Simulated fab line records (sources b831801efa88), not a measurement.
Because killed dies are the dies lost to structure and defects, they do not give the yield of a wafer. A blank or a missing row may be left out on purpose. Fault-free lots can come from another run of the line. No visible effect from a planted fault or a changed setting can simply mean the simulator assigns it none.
fab line records || flow sky130 || part 2 of 2: steps 33 to 42 of 42
[record] {"lots": 5, "wafers": 15, "lastDay": 50}
route steps=708 shown VT_ADJUST_NCORE@130 VT_ADJUST_HVTR@131 VT_ADJUST_PCH@143 SONOS_TUNNEL@154 SONOS_ONO@168
lots untouched by any fault: they come from a run of this same line in which no faults occurred
startH: hours from the record's first day to the start of the lot's first wafer shown || waitH: hours elapsed since this lot's preceding step || " as in the row above || L1.1+2: a row that stands for several wafers || - value missing, or start not given || * or withheld: withheld || < > ~ a bound
route shown NAME@n: names a module that has steps shown in the file, with the first one's number in the route || usual: the fault-free wafers' mean and standard deviation || same: alike in all rows || chamber/n: place in a boat || sites: per-site readings || _std_site: their standard deviation || _edge_site: mean of outer sites minus mean of inner sites || radiusMm: for every site, how far away it sits from the centre of the wafer || mask NAME#n: copy n || behind: the most recent tool/chamber to have shaped the wafer || hold: why the lot was held/for how many hours/how that ended || device: the transistor (n, p or np) that didn't switch || end of line: at the end of the route, the tests of the same wafers || a step without rows: its recipe alone || killed: not the wafer's yield, but the dies lost to structure and defects at the first sort || map: per-die view of a wafer (x killed, . not killed, _ where there is no die)
set.NAME: the setting as run; set.NAME@STEP: as run at that earlier step || model.NAME: the simulator's own value behind a step, which no gauge read
a table for each step, a row for each wafer; lots at some steps of the route
services: a tool's chamber out of use, with start hour (startH, from the record's first day; less than 0 if before it), hours out, and reason
[[steps]]
[step SKY_SONOS_TUNNEL_OVL_MEAS_08]
[usual] {"SONOS_TUNNEL_OVL": "-0.5/1.5"}
{"lot.wafer": "L075.1", "tool": "overlay-01", "chamber": "-", "startH": 258.19, "waitH": 0.1, "SONOS_TUNNEL_OVL[nm]": -4.0}
{"lot.wafer": "L075.2", "tool": "overlay-01", "chamber": "-", "startH": 258.19, "waitH": 0.1, "SONOS_TUNNEL_OVL[nm]": -2.0}
{"lot.wafer": "L075.4", "tool": "overlay-01", "chamber": "-", "startH": 258.19, "waitH": 0.1, "SONOS_TUNNEL_OVL[nm]": -2.1}
{"lot.wafer": "L078.2", "tool": "overlay-02", "chamber": "-", "startH": 281.76, "waitH": 0.1, "SONOS_TUNNEL_OVL[nm]": 0.6}
{"lot.wafer": "L078.4", "tool": "overlay-02", "chamber": "-", "startH": 281.76, "waitH": 0.1, "SONOS_TUNNEL_OVL[nm]": 0.6}
{"lot.wafer": "L078.5", "tool": "overlay-02", "chamber": "-", "startH": 281.76, "waitH": 0.1, "SONOS_TUNNEL_OVL[nm]": 2.0}
{"lot.wafer": "L079.1", "tool": "overlay-01", "chamber": "-", "startH": 286.39, "waitH": 0.1, "SONOS_TUNNEL_OVL[nm]": 0.2}
{"lot.wafer": "L079.2", "tool": "overlay-01", "chamber": "-", "startH": 286.39, "waitH": 0.1, "SONOS_TUNNEL_OVL[nm]": -1.8}
{"lot.wafer": "L079.6", "tool": "overlay-01", "chamber": "-", "startH": 286.39, "waitH": 0.1, "SONOS_TUNNEL_OVL[nm]": 1.4}
{"lot.wafer": "L080.2", "tool": "overlay-02", "chamber": "-", "startH": 292.45, "waitH": 0.1, "SONOS_TUNNEL_OVL[nm]": -3.5}
{"lot.wafer": "L080.4", "tool": "overlay-02", "chamber": "-", "startH": 292.45, "waitH": 0.1, "SONOS_TUNNEL_OVL[nm]": 0.8}
{"lot.wafer": "L080.6", "tool": "overlay-02", "chamber": "-", "startH": 292.45, "waitH": 0.1, "SONOS_TUNNEL_OVL[nm]": 0.9}
{"lot.wafer": "L096.3", "tool": "overlay-02", "chamber": "-", "startH": 428.76, "waitH": 0.1, "SONOS_TUNNEL_OVL[nm]": 3.3}
{"lot.wafer": "L096.4", "tool": "overlay-02", "chamber": "-", "startH": 428.76, "waitH": 0.1, "SONOS_TUNNEL_OVL[nm]": 0.7}
{"lot.wafer": "L096.6", "tool": "overlay-02", "chamber": "-", "startH": 428.76, "waitH": 0.1, "SONOS_TUNNEL_OVL[nm]": 1.1}
[step SKY_SONOS_TUNNEL_IMPLANT_09]
[recipe] {"species": "B", "energyKev": 19.61, "doseCm2": 1e+12, "tiltDeg": "withheld"}
[usual] {"doseIonsCm2": "1.0001e+12/1.2e+09"}
[same] {"implantIonAmu": 11}
{"lot.wafer": "L075.1", "tool": "implanter-01", "chamber": 0, "startH": 258.23, "waitH": 0.0, "doseIonsCm2": 1.0002e+12}
{"lot.wafer": "L075.2", "tool": "implanter-01", "chamber": 0, "startH": 258.23, "waitH": 0.0, "doseIonsCm2": 1e+12}
{"lot.wafer": "L075.4", "tool": "implanter-01", "chamber": 0, "startH": 258.23, "waitH": 0.0, "doseIonsCm2": 1.0002e+12}
{"lot.wafer": "L078.2", "tool": "implanter-04", "chamber": 0, "startH": 281.81, "waitH": 0.0, "doseIonsCm2": 1.0017e+12}
{"lot.wafer": "L078.4", "tool": "implanter-04", "chamber": 0, "startH": 281.81, "waitH": 0.0, "doseIonsCm2": 9.986e+11}
{"lot.wafer": "L078.5", "tool": "implanter-04", "chamber": 0, "startH": 281.81, "waitH": 0.0, "doseIonsCm2": 1.0011e+12}
{"lot.wafer": "L079.1", "tool": "implanter-04", "chamber": 0, "startH": 286.42, "waitH": 0.0, "doseIonsCm2": 9.998e+11}
{"lot.wafer": "L079.2", "tool": "implanter-04", "chamber": 0, "startH": 286.42, "waitH": 0.0, "doseIonsCm2": 1.0018e+12}
{"lot.wafer": "L079.6", "tool": "implanter-04", "chamber": 0, "startH": 286.42, "waitH": 0.0, "doseIonsCm2": 1.0004e+12}
{"lot.wafer": "L080.2", "tool": "implanter-03", "chamber": 0, "startH": 292.51, "waitH": 0.0, "doseIonsCm2": 9.996e+11}
{"lot.wafer": "L080.4", "tool": "implanter-03", "chamber": 0, "startH": 292.51, "waitH": 0.0, "doseIonsCm2": 1.0002e+12}
{"lot.wafer": "L080.6", "tool": "implanter-03", "chamber": 0, "startH": 292.51, "waitH": 0.0, "doseIonsCm2": 1.0008e+12}
{"lot.wafer": "L096.3", "tool": "implanter-01", "chamber": 0, "startH": 428.84, "waitH": 0.1, "doseIonsCm2": 1.0002e+12}
{"lot.wafer": "L096.4", "tool": "implanter-01", "chamber": 0, "startH": 428.84, "waitH": 0.1, "doseIonsCm2": 9.974e+11}
{"lot.wafer": "L096.6", "tool": "implanter-01", "chamber": 0, "startH": 428.84, "waitH": 0.1, "doseIonsCm2": 1.0006e+12}
[step SKY_SONOS_TUNNEL_WET_ETCH_10]
[recipe] {"chemistry": "dHF", "targetDepthNm": 14, "target": "SiO2", "dilution": "100:1", "tempC": 25, "timeS": 280}
{"lot.wafer": "L075.1+2+4", "tool": "wetBench-03", "chamber": 0, "startH": 258.38, "waitH": 0.1}
{"lot.wafer": "L078.2+4+5", "tool": "wetBench-04", "chamber": 0, "startH": 281.94, "waitH": 0.1}
{"lot.wafer": "L079.1+2+6", "tool": "wetBench-03", "chamber": 0, "startH": 286.57, "waitH": 0.1}
{"lot.wafer": "L080.2+4+6", "tool": "wetBench-01", "chamber": 1, "startH": 292.63, "waitH": 0.1}
{"lot.wafer": "L096.3+4+6", "tool": "wetBench-03", "chamber": 1, "startH": 428.94, "waitH": 0.1}
[step SKY_SONOS_TUNNEL_STRIP_11]
[recipe] {"chemistry": "SPM", "timeS": 600, "tempC": 130}
{"lot.wafer": "L075.1+2+4", "tool": "wetBench-01", "chamber": 3, "startH": 258.47, "waitH": 0.0}
{"lot.wafer": "L078.2+4+5", "tool": "wetBench-01", "chamber": 0, "startH": 282.03, "waitH": 0.0}
{"lot.wafer": "L079.1+2+6", "tool": "wetBench-04", "chamber": 3, "startH": 286.67, "waitH": 0.0}
{"lot.wafer": "L080.2+4+6", "tool": "wetBench-03", "chamber": 1, "startH": 292.72, "waitH": 0.0}
{"lot.wafer": "L096.3+4+6", "tool": "wetBench-01", "chamber": 2, "startH": 429.02, "waitH": 0.0}
[step SKY_SONOS_TUNNEL_TW_MEAS_12]
[usual] {"SONOS_TUNNEL_TW": "196.3/1.4"}
{"lot.wafer": "L075.1", "tool": "filmMetro-04", "chamber": "-", "startH": 258.64, "waitH": 0.0, "SONOS_TUNNEL_TW": 196.1}
{"lot.wafer": "L075.2", "tool": "filmMetro-04", "chamber": "-", "startH": 258.64, "waitH": 0.0, "SONOS_TUNNEL_TW": 196.2}
{"lot.wafer": "L075.4", "tool": "filmMetro-04", "chamber": "-", "startH": 258.64, "waitH": 0.0, "SONOS_TUNNEL_TW": 195.6}
{"lot.wafer": "L078.2", "tool": "filmMetro-02", "chamber": "-", "startH": 282.21, "waitH": 0.0, "SONOS_TUNNEL_TW": 195.4}
{"lot.wafer": "L078.4", "tool": "filmMetro-02", "chamber": "-", "startH": 282.21, "waitH": 0.0, "SONOS_TUNNEL_TW": 194.1}
{"lot.wafer": "L078.5", "tool": "filmMetro-02", "chamber": "-", "startH": 282.21, "waitH": 0.0, "SONOS_TUNNEL_TW": 195.5}
{"lot.wafer": "L079.1", "tool": "filmMetro-02", "chamber": "-", "startH": 286.86, "waitH": 0.0, "SONOS_TUNNEL_TW": 195.2}
{"lot.wafer": "L079.2", "tool": "filmMetro-02", "chamber": "-", "startH": 286.86, "waitH": 0.0, "SONOS_TUNNEL_TW": 194.2}
{"lot.wafer": "L079.6", "tool": "filmMetro-02", "chamber": "-", "startH": 286.86, "waitH": 0.0, "SONOS_TUNNEL_TW": 195.1}
{"lot.wafer": "L080.2", "tool": "filmMetro-02", "chamber": "-", "startH": 292.90, "waitH": 0.0, "SONOS_TUNNEL_TW": 194.5}
{"lot.wafer": "L080.4", "tool": "filmMetro-02", "chamber": "-", "startH": 292.90, "waitH": 0.0, "SONOS_TUNNEL_TW": 195.4}
{"lot.wafer": "L080.6", "tool": "filmMetro-02", "chamber": "-", "startH": 292.90, "waitH": 0.0, "SONOS_TUNNEL_TW": 195.2}
{"lot.wafer": "L096.3", "tool": "filmMetro-04", "chamber": "-", "startH": 429.24, "waitH": 0.0, "SONOS_TUNNEL_TW": 195.5}
{"lot.wafer": "L096.4", "tool": "filmMetro-04", "chamber": "-", "startH": 429.24, "waitH": 0.0, "SONOS_TUNNEL_TW": 194.7}
{"lot.wafer": "L096.6", "tool": "filmMetro-04", "chamber": "-", "startH": 429.24, "waitH": 0.0, "SONOS_TUNNEL_TW": 194.6}
[step SKY_SONOS_TUNNEL_CLEAN_13]
[recipe] {"chemistry": "dHF", "timeS": 20, "dilution": "100:1", "dry": "ipaMarangoni"}
{"lot.wafer": "L075.1+2+4", "tool": "wetBench-03", "chamber": 2, "startH": 258.70, "waitH": 0.1}
{"lot.wafer": "L078.2+4+5", "tool": "wetBench-01", "chamber": 0, "startH": 282.26, "waitH": 0.0}
{"lot.wafer": "L079.1+2+6", "tool": "wetBench-03", "chamber": 1, "startH": 286.92, "waitH": 0.1}
{"lot.wafer": "L080.2+4+6", "tool": "wetBench-04", "chamber": 1, "startH": 292.95, "waitH": 0.0}
{"lot.wafer": "L096.3+4+6", "tool": "wetBench-04", "chamber": 2, "startH": 429.28, "waitH": 0.0}
[step SKY_SONOS_ONO_OXIDATION_00]
[recipe] {"tempC": 800, "ambient": "O2", "idleTempC": 700, "rampUpCPerMin": 10, "rampDownCPerMin": 3, "stabiliseS": 600, "purgeS": 300, "targetThkA": 26, "oxTimeS": 1249}
[usual] {"zonePowerBottomPct": "21.7/2.3", "zonePowerLowerPct": "13.2/0.43"}
{"lot.wafer": "L075.1", "tool": "furnace-02", "chamber": 0, "startH": 259.05, "waitH": 0.3, "zonePowerBottomPct": 23.4, "zonePowerLowerPct": 13.0}
{"lot.wafer": "L075.2", "tool": "furnace-02", "chamber": 0, "startH": 259.05, "waitH": 0.3, "zonePowerBottomPct": 23.4, "zonePowerLowerPct": 13.1}
{"lot.wafer": "L075.4", "tool": "furnace-02", "chamber": 0, "startH": 259.05, "waitH": 0.3, "zonePowerBottomPct": 23.8, "zonePowerLowerPct": 13.0}
{"lot.wafer": "L078.2", "tool": "furnace-02", "chamber": 0, "startH": 283.02, "waitH": 0.7, "zonePowerBottomPct": 23.5, "zonePowerLowerPct": 13.0}
{"lot.wafer": "L078.4", "tool": "furnace-02", "chamber": 0, "startH": 283.02, "waitH": 0.7, "zonePowerBottomPct": 23.7, "zonePowerLowerPct": 12.7}
{"lot.wafer": "L078.5", "tool": "furnace-02", "chamber": 0, "startH": 283.02, "waitH": 0.7, "zonePowerBottomPct": 23.2, "zonePowerLowerPct": 13.1}
{"lot.wafer": "L079.1", "tool": "furnace-01", "chamber": 0, "startH": 290.51, "waitH": 3.6, "zonePowerBottomPct": 18.5, "zonePowerLowerPct": 13.8}
{"lot.wafer": "L079.2", "tool": "furnace-01", "chamber": 0, "startH": 290.51, "waitH": 3.6, "zonePowerBottomPct": 18.2, "zonePowerLowerPct": 13.9}
{"lot.wafer": "L079.6", "tool": "furnace-01", "chamber": 0, "startH": 290.51, "waitH": 3.6, "zonePowerBottomPct": 18.2, "zonePowerLowerPct": 13.7}
{"lot.wafer": "L080.2", "tool": "furnace-02", "chamber": 0, "startH": 294.06, "waitH": 1.1, "zonePowerBottomPct": 23.4, "zonePowerLowerPct": 13.0}
{"lot.wafer": "L080.4", "tool": "furnace-02", "chamber": 0, "startH": 294.06, "waitH": 1.1, "zonePowerBottomPct": 23.7, "zonePowerLowerPct": 12.8}
{"lot.wafer": "L080.6", "tool": "furnace-02", "chamber": 0, "startH": 294.06, "waitH": 1.1, "zonePowerBottomPct": 23.5, "zonePowerLowerPct": 13.0}
{"lot.wafer": "L096.3", "tool": "furnace-02", "chamber": 0, "startH": 429.29, "waitH": 0.0, "zonePowerBottomPct": 23.1, "zonePowerLowerPct": 13.0}
{"lot.wafer": "L096.4", "tool": "furnace-02", "chamber": 0, "startH": 429.29, "waitH": 0.0, "zonePowerBottomPct": 23.6, "zonePowerLowerPct": 12.9}
{"lot.wafer": "L096.6", "tool": "furnace-02", "chamber": 0, "startH": 429.29, "waitH": 0.0, "zonePowerBottomPct": 23.1, "zonePowerLowerPct": 13.0}
[step SKY_SONOS_ONO_THK_MEAS_01]
[recipe] {"reads": "SiO2_of_SONOS_ONO_OXIDATION_00"}
[usual] {"SONOS_ONO_OXIDATION_THK": "2.63/0.054"}
{"lot.wafer": "L075.1", "tool": "filmMetro-02", "chamber": "-", "startH": 260.40, "waitH": 0.0, "SONOS_ONO_OXIDATION_THK[nm]": 2.65}
{"lot.wafer": "L075.2", "tool": "filmMetro-02", "chamber": "-", "startH": 260.40, "waitH": 0.0, "SONOS_ONO_OXIDATION_THK[nm]": 2.64}
{"lot.wafer": "L075.4", "tool": "filmMetro-02", "chamber": "-", "startH": 260.40, "waitH": 0.0, "SONOS_ONO_OXIDATION_THK[nm]": 2.62}
{"lot.wafer": "L078.2", "tool": "filmMetro-02", "chamber": "-", "startH": 284.38, "waitH": 0.0, "SONOS_ONO_OXIDATION_THK[nm]": 2.71}
{"lot.wafer": "L078.4", "tool": "filmMetro-02", "chamber": "-", "startH": 284.38, "waitH": 0.0, "SONOS_ONO_OXIDATION_THK[nm]": 2.64}
{"lot.wafer": "L078.5", "tool": "filmMetro-02", "chamber": "-", "startH": 284.38, "waitH": 0.0, "SONOS_ONO_OXIDATION_THK[nm]": 2.65}
{"lot.wafer": "L079.1", "tool": "filmMetro-01", "chamber": "-", "startH": 291.85, "waitH": 0.0, "SONOS_ONO_OXIDATION_THK[nm]": 2.58}
{"lot.wafer": "L079.2", "tool": "filmMetro-01", "chamber": "-", "startH": 291.85, "waitH": 0.0, "SONOS_ONO_OXIDATION_THK[nm]": 2.62}
{"lot.wafer": "L079.6", "tool": "filmMetro-01", "chamber": "-", "startH": 291.85, "waitH": 0.0, "SONOS_ONO_OXIDATION_THK[nm]": 2.56}
{"lot.wafer": "L080.2", "tool": "filmMetro-03", "chamber": "-", "startH": 295.42, "waitH": 0.0, "SONOS_ONO_OXIDATION_THK[nm]": 2.66}
{"lot.wafer": "L080.4", "tool": "filmMetro-03", "chamber": "-", "startH": 295.42, "waitH": 0.0, "SONOS_ONO_OXIDATION_THK[nm]": 2.76}
{"lot.wafer": "L080.6", "tool": "filmMetro-03", "chamber": "-", "startH": 295.42, "waitH": 0.0, "SONOS_ONO_OXIDATION_THK[nm]": 2.71}
{"lot.wafer": "L096.3", "tool": "filmMetro-03", "chamber": "-", "startH": 430.66, "waitH": 0.0, "SONOS_ONO_OXIDATION_THK[nm]": 2.56}
{"lot.wafer": "L096.4", "tool": "filmMetro-03", "chamber": "-", "startH": 430.66, "waitH": 0.0, "SONOS_ONO_OXIDATION_THK[nm]": 2.59}
{"lot.wafer": "L096.6", "tool": "filmMetro-03", "chamber": "-", "startH": 430.66, "waitH": 0.0, "SONOS_ONO_OXIDATION_THK[nm]": 2.60}
[step SKY_SONOS_ONO_CVD_02]
[recipe] {"material": "Si3N4", "precursor": "DCS/NH3", "targetThkNm": 10.5, "tempC": 770, "timeS": 180, "pressureMtorr": 250}
[usual] {"zonePowerBottomPct": "19.7/1.4", "zonePowerLowerPct": "12.0/0.33"}
{"lot.wafer": "L075.1", "tool": "lpcvd-02", "chamber": 1, "startH": 262.00, "waitH": 1.6, "zonePowerBottomPct": 21.9, "zonePowerLowerPct": 11.5}
{"lot.wafer": "L075.2", "tool": "lpcvd-02", "chamber": 1, "startH": 262.00, "waitH": 1.6, "zonePowerBottomPct": 21.7, "zonePowerLowerPct": 11.4}
{"lot.wafer": "L075.4", "tool": "lpcvd-02", "chamber": 1, "startH": 262.00, "waitH": 1.6, "zonePowerBottomPct": 21.9, "zonePowerLowerPct": 11.6}
{"lot.wafer": "L078.2", "tool": "lpcvd-02", "chamber": 1, "startH": 286.16, "waitH": 1.8, "zonePowerBottomPct": 21.6, "zonePowerLowerPct": 11.6}
{"lot.wafer": "L078.4", "tool": "lpcvd-02", "chamber": 1, "startH": 286.16, "waitH": 1.8, "zonePowerBottomPct": 22.0, "zonePowerLowerPct": 11.5}
{"lot.wafer": "L078.5", "tool": "lpcvd-02", "chamber": 1, "startH": 286.16, "waitH": 1.8, "zonePowerBottomPct": 21.4, "zonePowerLowerPct": 11.6}
{"lot.wafer": "L079.1", "tool": "lpcvd-02", "chamber": 0, "startH": 291.91, "waitH": 0.1, "zonePowerBottomPct": 18.7, "zonePowerLowerPct": 12.3}
{"lot.wafer": "L079.2", "tool": "lpcvd-02", "chamber": 0, "startH": 291.91, "waitH": 0.1, "zonePowerBottomPct": 18.7, "zonePowerLowerPct": 12.1}
{"lot.wafer": "L079.6", "tool": "lpcvd-02", "chamber": 0, "startH": 291.91, "waitH": 0.1, "zonePowerBottomPct": 18.8, "zonePowerLowerPct": 12.4}
{"lot.wafer": "L080.2", "tool": "lpcvd-02", "chamber": 0, "startH": 296.11, "waitH": 0.7, "zonePowerBottomPct": 18.7, "zonePowerLowerPct": 12.1}
{"lot.wafer": "L080.4", "tool": "lpcvd-02", "chamber": 0, "startH": 296.11, "waitH": 0.7, "zonePowerBottomPct": 18.7, "zonePowerLowerPct": 12.3}
{"lot.wafer": "L080.6", "tool": "lpcvd-02", "chamber": 0, "startH": 296.11, "waitH": 0.7, "zonePowerBottomPct": 18.8, "zonePowerLowerPct": 12.3}
{"lot.wafer": "L096.3", "tool": "lpcvd-02", "chamber": 0, "startH": 430.70, "waitH": 0.0, "zonePowerBottomPct": 19.0, "zonePowerLowerPct": 12.2}
{"lot.wafer": "L096.4", "tool": "lpcvd-02", "chamber": 0, "startH": 430.70, "waitH": 0.0, "zonePowerBottomPct": 18.8, "zonePowerLowerPct": 12.3}
{"lot.wafer": "L096.6", "tool": "lpcvd-02", "chamber": 0, "startH": 430.70, "waitH": 0.0, "zonePowerBottomPct": 19.1, "zonePowerLowerPct": 12.3}
[step SKY_SONOS_ONO_THK_MEAS_03]
[recipe] {"reads": "Si3N4_of_SONOS_ONO_CVD_02"}
[usual] {"SONOS_ONO_CVD_02_THK": "10.45/0.18"}
{"lot.wafer": "L075.1", "tool": "filmMetro-01", "chamber": "-", "startH": 263.05, "waitH": 0.0, "SONOS_ONO_CVD_02_THK[nm]": 10.25}
{"lot.wafer": "L075.2", "tool": "filmMetro-01", "chamber": "-", "startH": 263.05, "waitH": 0.0, "SONOS_ONO_CVD_02_THK[nm]": 10.23}
{"lot.wafer": "L075.4", "tool": "filmMetro-01", "chamber": "-", "startH": 263.05, "waitH": 0.0, "SONOS_ONO_CVD_02_THK[nm]": 10.24}
{"lot.wafer": "L078.2", "tool": "filmMetro-02", "chamber": "-", "startH": 287.22, "waitH": 0.0, "SONOS_ONO_CVD_02_THK[nm]": 10.16}
{"lot.wafer": "L078.4", "tool": "filmMetro-02", "chamber": "-", "startH": 287.22, "waitH": 0.0, "SONOS_ONO_CVD_02_THK[nm]": 10.19}
{"lot.wafer": "L078.5", "tool": "filmMetro-02", "chamber": "-", "startH": 287.22, "waitH": 0.0, "SONOS_ONO_CVD_02_THK[nm]": 10.11}
{"lot.wafer": "L079.1", "tool": "filmMetro-01", "chamber": "-", "startH": 292.96, "waitH": 0.0, "SONOS_ONO_CVD_02_THK[nm]": 10.33}
{"lot.wafer": "L079.2", "tool": "filmMetro-01", "chamber": "-", "startH": 292.96, "waitH": 0.0, "SONOS_ONO_CVD_02_THK[nm]": 10.30}
{"lot.wafer": "L079.6", "tool": "filmMetro-01", "chamber": "-", "startH": 292.96, "waitH": 0.0, "SONOS_ONO_CVD_02_THK[nm]": 10.53}
{"lot.wafer": "L080.2", "tool": "filmMetro-03", "chamber": "-", "startH": 297.17, "waitH": 0.0, "SONOS_ONO_CVD_02_THK[nm]": 10.34}
{"lot.wafer": "L080.4", "tool": "filmMetro-03", "chamber": "-", "startH": 297.17, "waitH": 0.0, "SONOS_ONO_CVD_02_THK[nm]": 10.33}
{"lot.wafer": "L080.6", "tool": "filmMetro-03", "chamber": "-", "startH": 297.17, "waitH": 0.0, "SONOS_ONO_CVD_02_THK[nm]": 10.31}
{"lot.wafer": "L096.3", "tool": "filmMetro-01", "chamber": "-", "startH": 432.29, "waitH": 0.0, "SONOS_ONO_CVD_02_THK[nm]": 10.37}
{"lot.wafer": "L096.4", "tool": "filmMetro-01", "chamber": "-", "startH": 432.29, "waitH": 0.0, "SONOS_ONO_CVD_02_THK[nm]": 10.47}
{"lot.wafer": "L096.6", "tool": "filmMetro-01", "chamber": "-", "startH": 432.29, "waitH": 0.0, "SONOS_ONO_CVD_02_THK[nm]": 10.37}
[[services]]
{"tool": "implanter-04", "chamber": "-", "startH": 189.05, "hours": 18.9, "kind": "pm"}
{"tool": "implanter-03", "chamber": "-", "startH": 206.38, "hours": 21.5, "kind": "pm"}
{"tool": "implanter-01", "chamber": "-", "startH": 223.05, "hours": 6.4, "kind": "repair"}
{"tool": "ilineStepper-02", "chamber": "-", "startH": 223.16, "hours": 4.4, "kind": "pm"}
{"tool": "implanter-01", "chamber": "-", "startH": 242.36, "hours": 1.3, "kind": "repair"}
{"tool": "wetBench-03", "chamber": "-", "startH": 242.91, "hours": 3.0, "kind": "repair"}
{"tool": "plasmaAsher-01", "chamber": "-", "startH": 248.62, "hours": 2.9, "kind": "repair"}
{"tool": "furnace-02", "chamber": "-", "startH": 260.40, "hours": 3.5, "kind": "pm"}
{"tool": "plasmaAsher-03", "chamber": "-", "startH": 298.60, "hours": 0.9, "kind": "repair"}
{"tool": "furnace-02", "chamber": "-", "startH": 310.97, "hours": 1.3, "kind": "repair"}
{"tool": "ilineStepper-02", "chamber": "-", "startH": 311.94, "hours": 1.7, "kind": "pm"}
{"tool": "lpcvd-02", "chamber": "-", "startH": 314.28, "hours": 0.8, "kind": "pm"}
{"tool": "implanter-01", "chamber": "-", "startH": 319.22, "hours": 0.8, "kind": "repair"}
{"tool": "implanter-02", "chamber": "-", "startH": 333.99, "hours": 6.3, "kind": "pm"}
{"tool": "ilineStepper-01", "chamber": "-", "startH": 343.68, "hours": 1.7, "kind": "pm"}
{"tool": "implanter-02", "chamber": "-", "startH": 346.61, "hours": 3.1, "kind": "repair"}
{"tool": "furnace-02", "chamber": "-", "startH": 373.38, "hours": 2.5, "kind": "pm"}
{"tool": "implanter-04", "chamber": "-", "startH": 387.03, "hours": 3.7, "kind": "pm"}
{"tool": "plasmaAsher-03", "chamber": "-", "startH": 413.36, "hours": 0.8, "kind": "repair"}
{"tool": "ilineStepper-01", "chamber": "-", "startH": 418.94, "hours": 5.7, "kind": "repair"}
{"tool": "plasmaAsher-02", "chamber": "-", "startH": 421.25, "hours": 9.0, "kind": "pm"}
{"tool": "ilineStepper-01", "chamber": "-", "startH": 423.13, "hours": 6.2, "kind": "repair"}
{"tool": "implanter-04", "chamber": "-", "startH": 424.33, "hours": 3.6, "kind": "repair"}
{"tool": "wetBench-03", "chamber": "-", "startH": 429.15, "hours": 2.5, "kind": "repair"}
